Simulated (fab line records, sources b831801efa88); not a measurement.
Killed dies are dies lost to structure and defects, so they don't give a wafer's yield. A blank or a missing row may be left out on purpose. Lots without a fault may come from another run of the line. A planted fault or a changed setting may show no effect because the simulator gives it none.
A struck lot beside a sound one | flow sky130 | 17 steps out of a route of 708
Sound: wafers L212.3, L212.4, L212.5. Struck: wafers L217.1, L217.4, L217.6. The cause comes at the end.
At each step with rows: each side's tool, then ch and its chambers, then its first start. Under that, the readings that differ: sound wafers | struck wafers | difference of the means | sigmas: that difference in standard deviations of wafers without a fault.
alike: readings whose means differ by less than 2 such deviations, and words and numbers that are the same on both sides. not compared: withheld readings, readings that some wafer has no value for, bounds like >300 that may hide the same value, and numbers for which the record gives no deviation and whose values overlap.
The two part at a step that has a row with sigmas, a row that says differs or no value, or rows on one side only. Numbers that don't overlap but have no deviation are shown without sigmas and don't part them. A reading that every wafer of one side lacks parts them only if that side has two wafers or more.

SKY_LDD_HVP_STRIP_09: strips in O2/N2.
  sound on plasma_asher-02 ch 0,1, day 23 15:29; struck on plasma_asher-03 ch 0,1, day 26 05:28
  alike: drypump_motor_current_A, oes_product_au, strip_time_to_endpoint_s
  not compared: rf_hours_counter_h
SKY_LDD_HVP_TW_MEAS_10:
  sound on film_metro-01, day 23 15:34; struck on film_metro-02, day 26 05:34
  alike: LDD_HVP_TW
then, 7 steps without rows for these wafers: SKY_LDD_LDN_DEHYDRATE_00 (time 60 s); SKY_LDD_LDN_HMDS_01 (prime time 60 s); SKY_LDD_LDN_COAT_02 (resist thk 1140 nm); SKY_LDD_LDN_SOFTBAKE_03 (time 60 s); SKY_LDD_LDN_EXPOSE_04 (exposes mask LDNTM, target cd 700 nm); SKY_LDD_LDN_PEB_05; SKY_LDD_LDN_DEVELOP_06 (develop time 60 s).
SKY_LDD_LDN_OVL_MEAS_07:
  sound on overlay-02, day 24 21:00; struck on overlay-02, day 27 11:20
  alike: LDD_LDN_OVL
then, 2 steps without rows for these wafers: SKY_LDD_LDN_IMPLANT_08; SKY_LDD_LDN_IMPLANT_09.
SKY_LDD_LDN_IMPLANT_10:
  sound on implanter-03 ch 0, day 24 21:22; struck on implanter-01, day 27 11:45
  no value came back on the struck wafers for beam_energy_keV, beam_on_s (s), implant_ion_amu; on the sound wafers beam_energy_keV reads 14.867 14.870 14.876
then, 1 step without rows for these wafers: SKY_LDD_LDN_IMPLANT_11.
SKY_LDD_LDN_STRIP_12: strips in O2/N2.
  sound on plasma_asher-02 ch 0,1, day 24 21:40; struck on plasma_asher-01 ch 0,1, day 27 12:03
  alike: drypump_motor_current_A, oes_product_au, strip_time_to_endpoint_s
  not compared: rf_hours_counter_h
SKY_LDD_LDN_TW_MEAS_13:
  sound on film_metro-01, day 24 21:44; struck on film_metro-03, day 27 12:09
  reading    | sound          | struck         | difference | sigmas
  LDD_LDN_TW | 1465 1467 1462 | 1335 1330 1339 | -130       | -23
then, 1 step without rows for these wafers: SKY_LDD_LDN_CLEAN_14 (cleans in SC1/SC2, time 150 s).

WHERE THEY PART
First at SKY_LDD_LDN_IMPLANT_10; last, within this record, at SKY_LDD_LDN_TW_MEAS_13.

WHY: what the simulator had put in
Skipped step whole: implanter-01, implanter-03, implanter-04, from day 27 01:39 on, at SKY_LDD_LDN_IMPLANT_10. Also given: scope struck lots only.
